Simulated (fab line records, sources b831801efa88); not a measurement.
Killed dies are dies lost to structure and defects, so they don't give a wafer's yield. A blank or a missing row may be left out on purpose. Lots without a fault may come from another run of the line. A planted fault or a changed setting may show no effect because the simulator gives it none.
A struck lot beside a sound one | flow gf180mcu | 15 steps out of a route of 602
Sound: wafers L763.1, L763.2, L763.5. Struck: wafer L778.3. (L778.2, L778.5 of the same lot were not struck and are left out.) The cause comes at the end.
At each step with rows: each side's tool, then ch and its chambers, then its first start. Under that, the readings that differ: sound wafers | struck wafers | difference of the means | sigmas: that difference in standard deviations of wafers without a fault.
alike: readings whose means differ by less than 2 such deviations, and words and numbers that are the same on both sides. not compared: withheld readings, readings that some wafer has no value for, bounds like >300 that may hide the same value, and numbers for which the record gives no deviation and whose values overlap.
The two part at a step that has a row with sigmas, a row that says differs or no value, or rows on one side only. Numbers that don't overlap but have no deviation are shown without sigmas and don't part them. A reading that every wafer of one side lacks parts them only if that side has two wafers or more.

GF_V4_CD_MEAS_14: target cd 260 nm.
  sound on cd_sem-01, day 26 09:10; struck on cd_sem-02, day 30 20:56
  alike: cd_nm
GF_V4_OVL_MEAS_15:
  sound on overlay-02, day 26 09:17; struck on overlay-02, day 30 21:02
  alike: V4_OVL
GF_V4_ETCH_16: etches BARC in N2/H2.
  sound on rie_diel-01 ch 1,2, day 26 09:19; struck on rie_diel-03 ch 3, day 30 21:04
  reading                     | sound          | struck | difference | sigmas
  drypump_motor_current_A (A) | 5.79 5.60 5.60 | 5.05   | -0.61      | -2
  alike: bias_w, oes_product_au, throttle_valve_pct
then, 1 step without rows for these wafers: GF_V4_ETCH_17 (etches SiO2 in C4F8/O2/Ar, stops on TiN, target depth 630 nm).
GF_V4_STRIP_18: strips in O2/N2.
  sound on plasma_asher-04 ch 0,1, day 26 09:26; struck on plasma_asher-04 ch 0, day 30 21:11
  alike: drypump_motor_current_A, heater_power_w, oes_product_au
  not compared: rf_hours_counter_h
then, 2 steps without rows for these wafers: GF_V4_STRIP_19 (strips in post etch residue remover, time 1200 s); GF_V4_CLEAN_20 (cleans in DIW).
GF_V4_SPUTTER_21: material Ti, target thk 15 nm, time 80.02 s.
  sound on pvd_sputter-02, day 26 09:59; struck on pvd_sputter-04, day 30 21:44
  alike: cathode_dc_power_W, throttle_valve_pct
then, 1 step without rows for these wafers: GF_V4_SPUTTER_22 (material TiN, target thk 10 nm, time 40 s).
GF_V4_CVD_23: deposits W, target thk 350 nm, time 104.9 s.
  sound on cvd_w-01 ch 0,1, day 26 10:05; struck on cvd_w-02 ch 0, day 30 21:50
  reading            | sound       | struck | difference | sigmas
  heater_power_w (W) | 696 788 688 | 1119   | +395       | +2
GF_V4_RS_MEAS_24: measures by four-point-probe.
  sound on film_metro-02, day 26 10:11; struck on film_metro-01, day 30 21:58
  alike: V4_W_RS
GF_V4_THK_MEAS_25: measures by xrf.
  sound on film_metro-02, day 26 10:19; struck on film_metro-01, day 30 22:04
  alike: V4_W_THK
GF_V4_CMP_26: polishes, stops on SiO2, t overpolish 15 s, target thk 0 nm.
  sound on cmp-02 ch 1,2, day 26 10:22; struck on cmp-02 ch 3, day 30 22:07
  reading                | sound                | struck | difference | sigmas
  overpolish_run_s (s)   | 15.016 14.980 15.006 | 0.050  | -14.951    | -99 or more
  time_to_endpoint_s (s) | 83 81 82             | 128    | +46        | +12
  alike: motor_current_A
GF_MIM_SPUTTER_00: material Ti, target thk 37.5 nm, time 150 s.
  the record has rows for the sound wafers here (pvd_sputter-01, day 26 10:40) and none for the struck ones
-- the record jumps here: 4 days lie between the struck wafers' starts before and after (it left off in module MIM and takes up again in module PASSIVATION, whose first step shown is number 602 of the route) --
GF_PASSIVATION_PROBE_99:
  the record has rows for the struck wafers here (prober-01, day 34 13:42) and none for the sound ones

WHERE THEY PART
First at GF_V4_ETCH_16; last, within this record, at GF_PASSIVATION_PROBE_99.

WHY: what the simulator had put in
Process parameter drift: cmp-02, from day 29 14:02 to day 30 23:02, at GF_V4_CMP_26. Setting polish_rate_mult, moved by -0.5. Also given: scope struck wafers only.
